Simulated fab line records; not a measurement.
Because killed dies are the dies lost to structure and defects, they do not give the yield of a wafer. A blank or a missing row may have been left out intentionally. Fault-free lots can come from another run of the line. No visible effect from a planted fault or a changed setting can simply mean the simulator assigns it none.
A lot that was struck, set against a sound lot / flow sfq-line / 42 out of 325 route steps
Sound: wafers L483.1, L483.2, L483.6. Struck: wafer L493.6 (L493.1, L493.5, from the same lot, were not struck and are left out); the cause is given at the end.
Order at every step that has rows: each side's tool, ch and its chambers, its first start. Under that, the readings that differ: sound wafers / struck wafers / difference of the means / sigmas: that difference in standard deviations of wafers without a fault.
alike: readings whose means differ by less than 2 such deviations, and words and numbers that are the same on both sides. not compared: withheld readings, readings that some wafer has no value for, bounds like >300 that may hide the same value, and numbers for which the record gives no deviation and whose values overlap.
A row with sigmas, a row that says differs or no value, or rows on one side alone: a step with any of these is where the two part. Numbers that have no deviation but don't overlap get no sigmas and don't part them. A reading missing from all wafers of one side parts the sides only when that side holds two or more wafers.

first, 6 steps without rows for these wafers: SFQ_TRILAYER_L0_VIA_LITHO_COAT_018 (resist thk 62 nm); SFQ_TRILAYER_L0_VIA_LITHO_COAT_013 (resist thk 650 nm); SFQ_TRILAYER_L0_VIA_LITHO_SOFTBAKE_017; SFQ_TRILAYER_L0_VIA_LITHO_EXPOSE_014 (exposes mask L0V, target cd 700 nm); SFQ_TRILAYER_L0_VIA_LITHO_PEB_016 (peb time 60 s); SFQ_TRILAYER_L0_VIA_LITHO_DEVELOP_015 (time 60 s).
SFQ_L0V_OVL_MEAS_903:
  sound: overlay-02 at day 8 08:55; struck: overlay-02 at day 10 23:46
  alike: L0V_OVL
SFQ_TRILAYER_L0_VIA_BARC_OPEN_VIA_ETCH_021: etches BARC in O2, target depth 125 nm, time 41.7 s.
  sound on rie-diel-02 ch 2,3, day 8 08:57; struck on rie-diel-02 ch 2, day 10 23:48
  alike: drypump-motor-current-A, oes-product-au
  not compared: rf-hours-counter-h
SFQ_TRILAYER_L0_VIA_ETCH_VIA_ETCH_016: etches SiO2 in CHF3, stops on MoNx KI, target depth 80 nm.
  sound on rie-diel-02 ch 2,3, day 8 08:59; struck on rie-diel-02 ch 2, day 10 23:50
  alike: drypump-motor-current-A, oes-product-au
then, 3 steps without rows for these wafers: SFQ_TRILAYER_L0_VIA_STRIP_STRIP_017 (strips in O2); SFQ_TRILAYER_L0_VIA_STRIP_SOLV_CLEAN_018 (cleans in NMP, time 600 s); SFQ_TRILAYER_M0_DEP_PRE_CLEAN_020 (time 15 s).
SFQ_TRILAYER_M0_DEP_SPUTTER_019: material Nb, target thk 200 nm, time 133.3 s.
  sound: pvd-sputter-04 at day 8 09:50; struck: pvd-sputter-04 at day 11 00:41
reading=throttle-valve-pct (%); sound=29.7 29.2 29.5; struck=32.0; difference=+2.5; sigmas=+3
reading=model.Nb_of_TRILAYER_M0_DEP_SPUTTER_019.thk-nm (nm); sound=204 201.9 203.2; struck=314.9; difference=+111.9; sigmas=
SFQ_M0_RS_MEAS_904: measurement is done with a four-point probe.
  sound: film-metro-03 at day 8 09:55; struck: film-metro-01 at day 11 00:47
reading=M0_NB_RS (ohm/sq); sound=0.873 0.882 0.877; struck=0.565; difference=-0.312; sigmas=-26
then, 6 steps without rows for these wafers: SFQ_TRILAYER_M0_LITHO_COAT_026 (resist thk 62 nm); SFQ_TRILAYER_M0_LITHO_COAT_021 (resist thk 600 nm); SFQ_TRILAYER_M0_LITHO_SOFTBAKE_025; SFQ_TRILAYER_M0_LITHO_EXPOSE_022 (exposes mask M0, target cd 500 nm); SFQ_TRILAYER_M0_LITHO_PEB_024 (peb time 60 s); SFQ_TRILAYER_M0_LITHO_DEVELOP_023 (time 60 s).
-- the record jumps here: 4 days lie between the struck wafers' starts before and after --
SFQ_M0_OVL_MEAS_906:
  sound: overlay-01 at day 11 19:42; struck: overlay-01 at day 15 02:57
reading=M0_OVL (nm); sound=0 3 2; struck=-14; difference=-16; sigmas=-3
then, 1 step without rows for these wafers: SFQ_TRILAYER_M0_BARC_OPEN_METAL_ETCH_031 (etches BARC in O2, target depth 125 nm, time 41.7 s).
SFQ_TRILAYER_M0_ETCH_METAL_ETCH_024: etches Nb in Cl2/Ar, stops on SiO2, target depth 240 nm, time 120 s.
  sound on rie-metal-04 ch 0,1, day 11 19:48; struck on rie-metal-04 ch 1, day 15 03:03
reading=oes-product-au (a.u.); sound=0.898 0.908 0.902; struck=1.002; difference=+0.099; sigmas=+12
  alike: drypump-motor-current-A
  not compared: rf-hours-counter-h
then, 4 steps without rows for these wafers: SFQ_TRILAYER_M0_STRIP_STRIP_025 (strips in O2); SFQ_TRILAYER_M0_STRIP_SOLV_CLEAN_026 (cleans in NMP, time 600 s); SFQ_TRILAYER_I0_DEP_PECVD_027 (deposits SiO2 from SiH4/N2O, time 111.11 s, target thk 500 nm); SFQ_TRILAYER_I0_CMP_CMP_028 (polishes SiO2).
SFQ_I0_BOW_MEAS_907:
  sound: film-metro-04 at day 12 00:50; struck: film-metro-02 at day 15 07:04
  alike: I0_BOW
SFQ_TRILAYER_I0_METRO_MEASURE_029:
  sound: film-metro-04 at day 12 00:58; struck: film-metro-02 at day 15 07:11
  alike: thk-nm
then, 6 steps without rows for these wafers: SFQ_TRILAYER_I0_VIA_LITHO_COAT_036 (resist thk 62 nm); SFQ_TRILAYER_I0_VIA_LITHO_COAT_031 (resist thk 650 nm); SFQ_TRILAYER_I0_VIA_LITHO_SOFTBAKE_035; SFQ_TRILAYER_I0_VIA_LITHO_EXPOSE_032 (exposes mask I0, target cd 500 nm); SFQ_TRILAYER_I0_VIA_LITHO_PEB_034 (peb time 60 s); SFQ_TRILAYER_I0_VIA_LITHO_DEVELOP_033 (time 60 s).
-- the record jumps here: 6 days lie between the struck wafers' starts before and after --
SFQ_I0_OVL_MEAS_908:
  sound: overlay-02 at day 16 16:47; struck: overlay-02 at day 21 11:45
  alike: I0_OVL
SFQ_TRILAYER_I0_VIA_BARC_OPEN_VIA_ETCH_046: etches BARC in O2, target depth 125 nm, time 41.7 s.
  sound on rie-diel-01 ch 0,1,2, day 16 16:50; struck on rie-diel-03 ch 2, day 21 11:47
  alike: drypump-motor-current-A, oes-product-au
  not compared: rf-hours-counter-h
SFQ_TRILAYER_I0_VIA_ETCH_VIA_ETCH_034: etches SiO2 in CHF3, stops on Nb, target depth 260 nm.
  sound on rie-diel-01 ch 0,1,2, day 16 16:52; struck on rie-diel-03 ch 2, day 21 11:50
  alike: drypump-motor-current-A, oes-product-au
then, 3 steps without rows for these wafers: SFQ_TRILAYER_I0_VIA_STRIP_STRIP_035 (strips in O2); SFQ_TRILAYER_I0_VIA_STRIP_SOLV_CLEAN_036 (cleans in NMP, time 600 s); SFQ_TRILAYER_M1_DEP_PRE_CLEAN_038 (time 22.5 s).
-- the record jumps here: 58 days lie between the struck wafers' starts before and after --
SFQ_M8_BOW_MEAS_951:
  sound: film-metro-02 at day 76 18:06; struck: film-metro-03 at day 79 14:41
reading=M8_BOW (um); sound=26 28 46; struck=-5; difference=-38; sigmas=-3
reading=model.etest.m0.comb-log10-ohm; sound=12 12 12; struck=0; difference=-12; sigmas=
reading=model.etest.m0.ohm-sq; sound=0.8733 0.8824 0.8769; struck=0.5658; difference=-0.3117; sigmas=

== WHERE THEY PART ==
Earliest at SFQ_TRILAYER_M0_DEP_SPUTTER_019; latest, in this record, at SFQ_M8_BOW_MEAS_951.

WHY: what had been put in by the simulator
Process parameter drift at SFQ_TRILAYER_M0_DEP_SPUTTER_019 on pvd-sputter-04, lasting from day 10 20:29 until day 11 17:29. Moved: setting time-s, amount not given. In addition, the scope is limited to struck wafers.
